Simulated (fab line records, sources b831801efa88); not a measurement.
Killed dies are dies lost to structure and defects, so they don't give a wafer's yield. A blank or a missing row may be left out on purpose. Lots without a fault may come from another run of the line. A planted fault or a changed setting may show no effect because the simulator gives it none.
Which tool did it? | flow sky130 | 6 lots, 18 wafers sampled, at 2 steps of a route of 708

WHAT THE GAUGES READ, wafer by wafer
SKY_LI_CONTACT_OVL_MEAS_13.
lot  | measured     | on         | LI_CONTACT_OVL (nm)
L320 | day 28 21:40 | overlay-02 | 3 4 4
L324 | day 30 18:34 | overlay-02 | -8 -8 -3
L332 | day 33 09:07 | overlay-02 | -6 -1 2
L336 | day 34 10:25 | overlay-02 | 2 -5 2
L339 | day 36 13:55 | overlay-02 | -12 -5 -4
L341 | day 36 16:34 | overlay-01 | 7 9 2

WHICH TOOL RAN EACH LOT (tool, then ch and the chambers of the sampled wafers, then the start)
lot  | SKY_LI_CONTACT_CMP_02
L320 | cmp-02 ch 1,2,3, day 27 16:04
L324 | cmp-01 ch 0,1,3, day 29 15:58
L332 | cmp-02 ch 0,1,3, day 32 05:15
L336 | cmp-01 ch 0,2,3, day 33 08:35
L339 | cmp-01 ch 0,2,3, day 35 11:34
L341 | cmp-01 ch 0,2, day 35 14:40
- SKY_LI_CONTACT_CMP_02: polishes PSG.

THE ANSWER, worked out from the rows above alone
Rule: what is usual is taken from the lots themselves. Put in order of their means at a reading, lots are off if they are a third of the lots or fewer, leave a main group of 4 or more, and stand apart from it by a gap of 3 or more times the standard deviation of the main group's means; of several such gaps the widest counts. A main group whose means are all the same, to the digits that the tables above print for the reading, isn't used. A lot without any number at a reading at which 4 lots or more have one is off too. The other lots that the step has rows for count as sound.
No lot is off at any reading shown: from this, nothing can be told.

WHAT THE SIMULATOR HAD PUT IN
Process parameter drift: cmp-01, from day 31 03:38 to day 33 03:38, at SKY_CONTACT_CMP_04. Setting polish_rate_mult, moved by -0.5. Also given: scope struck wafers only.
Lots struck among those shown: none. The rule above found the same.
